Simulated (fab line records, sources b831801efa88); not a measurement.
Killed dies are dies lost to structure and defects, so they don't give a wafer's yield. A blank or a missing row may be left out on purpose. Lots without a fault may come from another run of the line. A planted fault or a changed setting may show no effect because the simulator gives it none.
Which tool did it? | flow gf180mcu | 12 lots, 36 wafers sampled, at 4 steps of a route of 602

WHAT THE GAUGES READ, wafer by wafer
GF_M1_CD_MEAS_14: target cd 230 nm. Usual: cd_nm 229.8 nm, standard deviation 1.1.
lot  | measured     | on        | cd_nm (nm)        | flag
L902 | day 17 01:53 | cd_sem-01 | 228.7 228.8 228.9 |
L904 | day 18 00:51 | cd_sem-01 | 230.2 229.4 230.4 |
L907 | day 18 23:44 | cd_sem-01 | 231.6 231.9 231.7 |
L908 | day 19 14:35 | cd_sem-02 | 227.9 229.2 228.8 |
L916 | day 22 09:06 | cd_sem-01 | 229.3 229.6 229.7 |
L917 | day 22 14:27 | cd_sem-02 | 230.4 230.1 230.6 |
L920 | day 23 18:54 | cd_sem-02 | 229.8 230.2 230.7 |
L923 | day 24 13:47 | cd_sem-02 | 228.8 228.7 229.0 |
L924 | day 25 04:44 | cd_sem-01 | 230.4 228.7 230.2 |
L925 | day 25 11:30 | cd_sem-02 | 231.3 230.4 231.4 |

WHICH TOOL RAN EACH LOT (tool, then ch and the chambers of the sampled wafers, then the start)
lot  | GF_STI_ETCH_14                  | GF_STI_STRIP_15                     | GF_SALICIDE_SPUTTER_03
L902 | rie_si-01 ch 0,3, day 2 04:02   | plasma_asher-03 ch 0,1, day 2 04:08 | pvd_sputter-01, day 15 03:34
L904 | rie_si-01 ch 1,2,3, day 2 11:11 | plasma_asher-03 ch 0,1, day 2 11:16 | pvd_sputter-02, day 16 01:33
L905 | rie_si-01 ch 1,3, day 2 18:23   | plasma_asher-03 ch 0,1, day 2 18:28 | -
L906 | rie_si-01 ch 0,1,2, day 2 23:17 | plasma_asher-01 ch 0,1, day 2 23:22 | -
L907 | rie_si-01 ch 0,1,2, day 3 02:43 | plasma_asher-02 ch 0,1, day 3 02:47 | pvd_sputter-01, day 16 23:00
L908 | rie_si-01 ch 0,1, day 3 07:50   | plasma_asher-02 ch 0,1, day 3 07:55 | pvd_sputter-01, day 17 12:46
L916 | rie_si-01 ch 0,1, day 5 01:50   | plasma_asher-01 ch 0, day 5 01:55   | pvd_sputter-02, day 20 06:26
L917 | rie_si-01 ch 0,1,3, day 5 06:53 | plasma_asher-03 ch 0,1, day 5 06:58 | pvd_sputter-01, day 20 13:15
L920 | rie_si-02 ch 0,1,3, day 5 22:44 | plasma_asher-02 ch 0,1, day 5 22:49 | pvd_sputter-01, day 21 18:34
L923 | rie_si-01 ch 2,3, day 6 14:19   | plasma_asher-01 ch 0,1, day 6 14:23 | pvd_sputter-01, day 22 13:42
L924 | rie_si-01 ch 0,2, day 6 22:02   | plasma_asher-03 ch 0,1, day 6 22:06 | pvd_sputter-04, day 23 05:35
L925 | rie_si-01 ch 0,3, day 7 02:11   | plasma_asher-03 ch 0, day 7 02:15   | pvd_sputter-04, day 23 12:43
- GF_STI_ETCH_14: etches Si in HBr/Cl2/O2, target depth 360 nm, time 102.9 s.
- GF_STI_STRIP_15: strips in O2/N2.
- GF_SALICIDE_SPUTTER_03: material TiN, target thk 20 nm, time 16.7 s.

WHAT THE TOOLS THEMSELVES READ (means of the sampled wafers that have a number; where no wafer has one, the mark that the record gives instead)
GF_STI_ETCH_14. Usual: HBr_flow_sccm 150.1 sccm, standard deviation 0.44; O2_flow_sccm 6.002 sccm, standard deviation 0.02; drypump_motor_current_A 5.6 A, standard deviation 0.43; oes_product_au 1.002 a.u., standard deviation 0.0086; throttle_valve_pct 25.654 %, standard deviation 0.01.
lot  | tool      | HBr_flow_sccm (sccm) | O2_flow_sccm (sccm) | drypump_motor_current_A (A) | oes_product_au (a.u.) | throttle_valve_pct (%) | flag
L902 | rie_si-01 | 150.1                | 5.998               | 5.5                         | 1.001                 | 25.644                 |
L904 | rie_si-01 | 150.0                | 5.996               | 5.2                         | 0.999                 | 25.653                 |
L905 | rie_si-01 | -                    | -                   | -                           | -                     | -                      | OFF
L906 | rie_si-01 | -                    | -                   | -                           | -                     | -                      | OFF
L907 | rie_si-01 | 149.9                | 6.013               | 5.4                         | 1.008                 | 25.652                 |
L908 | rie_si-01 | 150.3                | 5.999               | 5.4                         | 1.007                 | 25.650                 |
L916 | rie_si-01 | 150.0                | 6.000               | 5.4                         | 0.996                 | 25.666                 |
L917 | rie_si-01 | 149.9                | 6.011               | 5.4                         | 0.992                 | 25.651                 |
L920 | rie_si-02 | 150.3                | 6.003               | 5.8                         | 1.001                 | 25.663                 |
L923 | rie_si-01 | 150.7                | 6.010               | 5.3                         | 1.001                 | 25.650                 |
L924 | rie_si-01 | 150.3                | 6.000               | 5.6                         | 1.006                 | 25.643                 |
L925 | rie_si-01 | 149.7                | 5.995               | 5.5                         | 1.000                 | 25.651                 |

GF_STI_STRIP_15. Usual: drypump_motor_current_A 5.8 A, standard deviation 0.55; heater_power_w 306 W, standard deviation 19; oes_product_au 0.384 a.u., standard deviation 0.005; strip_time_to_endpoint_s 3.74 s, standard deviation 0.044.
lot  | tool            | drypump_motor_current_A (A) | heater_power_w (W) | oes_product_au (a.u.) | strip_time_to_endpoint_s (s) | flag
L902 | plasma_asher-03 | 5.5                         | 311                | 0.377                 | 3.67                         |
L904 | plasma_asher-03 | 5.9                         | 316                | 0.379                 | 3.71                         |
L905 | plasma_asher-03 | 5.9                         | 316                | 0.431                 | 4.94                         | OFF
L906 | plasma_asher-01 | 5.3                         | 296                | 0.435                 | 4.98                         | OFF
L907 | plasma_asher-02 | 6.3                         | 286                | 0.385                 | 3.71                         |
L908 | plasma_asher-02 | 6.3                         | 287                | 0.386                 | 3.75                         |
L916 | plasma_asher-01 | 5.2                         | 317                | 0.386                 | 3.75                         |
L917 | plasma_asher-03 | 5.9                         | 319                | 0.381                 | 3.73                         |
L920 | plasma_asher-02 | 6.3                         | 289                | 0.380                 | 3.74                         |
L923 | plasma_asher-01 | 5.3                         | 297                | 0.384                 | 3.81                         |
L924 | plasma_asher-03 | 5.5                         | 311                | 0.388                 | 3.71                         |
L925 | plasma_asher-03 | 5.1                         | 303                | 0.392                 | 3.80                         |

GF_SALICIDE_SPUTTER_03. Usual: throttle_valve_pct 29.8 %, standard deviation 1.5.
lot  | tool           | throttle_valve_pct (%) | flag
L902 | pvd_sputter-01 | 28.1                   |
L904 | pvd_sputter-02 | 30.0                   |
L907 | pvd_sputter-01 | 30.0                   |
L908 | pvd_sputter-01 | 29.0                   |
L916 | pvd_sputter-02 | 29.7                   |
L917 | pvd_sputter-01 | 28.6                   |
L920 | pvd_sputter-01 | 28.7                   |
L923 | pvd_sputter-01 | 29.7                   |
L924 | pvd_sputter-04 | 29.0                   |
L925 | pvd_sputter-04 | 31.4                   |

THE ANSWER, worked out from the rows above alone
Rule: a lot is off if the mean of its wafers that have a number lies more than 3 standard deviations from the usual mean. A lot without any number at a reading at which 4 lots or more have one is off too. The other lots that the step has rows for count as sound. The gauges are gone through in route order, then the tools' own readings, and for those a lot's mean is taken as printed above. The first step at which some lot is off is used, and at that step the reading that is off furthest; a lot without a number counts as furthest.
Off: L905, L906, at GF_STI_ETCH_14 (HBr_flow_sccm). Without a number there: L905, L906.
A tool fits if, at that step or a process step before it, it ran every lot that is off, and no sound lot after the first of them. None of those tried fits.

WHAT THE SIMULATOR HAD PUT IN
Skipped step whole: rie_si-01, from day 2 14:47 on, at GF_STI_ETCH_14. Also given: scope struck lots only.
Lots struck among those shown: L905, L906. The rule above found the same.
